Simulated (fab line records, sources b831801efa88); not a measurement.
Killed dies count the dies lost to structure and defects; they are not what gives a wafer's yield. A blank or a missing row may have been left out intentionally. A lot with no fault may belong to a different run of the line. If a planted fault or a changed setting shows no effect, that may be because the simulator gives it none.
8D (eight disciplines) problem report, filled in by code    flow sky130    the parts of the form that need people (team, actions taken, sign-off) are left out

## 1. THE ISSUE
Mean NWELL_RS at SKY_NWELL_RS_MEAS_29: 647.3 ohm/sq over 6 wafers in 2 lots; fault-free wafers: 624.6 ohm/sq, standard deviation 1.5. Measured from the usual mean, that is +15 standard deviations.
The step: measures by four-point-probe.
Seen first at day 6 08:43 on filmMetro-01, wafer L495.2. The record has a number at this step for 36 wafers belonging to 12 lots. Rule for "out", or "out of limits": more than 4 standard deviations from the usual mean. All remaining wafers that have a number are taken as sound.

## 2. WHAT IT IS, WHAT IT ISN'T
question                     is                          is not
which readings at this step  NWELL_RS                    -
which lots                   L495, L498                  L493, L494, L499, L505, L506, L508, L510, L512, L513, L514
which wafers of those lots   all that have a number      -
read on which gauges         filmMetro-01, filmMetro-03  filmMetro-02
when                         from day 6 08:43            up to then (6 sound wafers); but 24 sound wafers of L499, L505, L506, L508, L510, L512, L513, L514 came after

## 3. THE SUSPECTS, EACH WITH WHAT RULES IT OUT
Counting: a tool at any process step up to the reading remains a suspect when it ran all the lots that are out and ran no sound lot after the first of those.
- the gauge at SKY_NWELL_RS_MEAS_29: ruled out. The wafers that are out were read on 2 gauges (filmMetro-01, filmMetro-03).
- plasmaAsher-03 at SKY_DNWELL_STRIP_08 (strips in O2/N2): ruled out as a lasting fault. After its first lot that is out, L495 (day 4 02:18), sound lots L508, L510 ran on it.
- implanter-03 at SKY_NWELL_IMPLANT_13: ruled out as a lasting fault. After its first lot that is out, L495 (day 5 14:01), sound lots L512, L514 ran on it.
- plasmaAsher-01 at SKY_NWELL_STRIP_14 (strips in O2/N2): ruled out as a lasting fault. After its first lot that is out, L495 (day 5 14:08), sound lots L506, L510 ran on it.
Left after counting: nothing in the record.

## 4. THE CAUSE (what the simulator had put in)
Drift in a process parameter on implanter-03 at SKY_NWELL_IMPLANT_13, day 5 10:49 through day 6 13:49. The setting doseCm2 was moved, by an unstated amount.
It was ruled out by counting, in error; the rule expects a fault to strike all lots run on its tool from its start on, and this fault did not.

## 5. SEQUENCE OF EFFECTS, ordered by route
One row per reading whose mean, taken over the struck wafers that have a number, lies over 3 standard deviations from the usual. Only readings whose record carries a usual standard deviation are examined. hours: median over the lots of the time between each lot's start at the first step of this table that gives one and its start at this step. sigmas: the change, counted in usual standard deviations.
hours  step                  reading           usual         on struck wafers  change  sigmas
0      SKY_NWELL_IMPLANT_13  doseIonsCm2       7e+11         8e+10             -6e+11  -99 or more
0      SKY_NWELL_IMPLANT_13  faradayCurrentUA  3.95          0.46              -3.49   -47
19     SKY_NWELL_RS_MEAS_29  NWELL_RS          624.6 ohm/sq  647.3             +22.7   +15
It contains these process steps:
- SKY_NWELL_IMPLANT_13

## 6. WHAT WOULD HAVE CAUGHT IT SOONER
The first out-of-limits reading at a measuring or inspecting step in this record came at day 6 08:43, 22 hours after the fault's start at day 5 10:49.
At SKY_NWELL_IMPLANT_13, the tool's own readings (doseIonsCm2, faradayCurrentUA) were out on each struck wafer the step has a row for, so an alarm limit on them would have fired on the first such wafer.
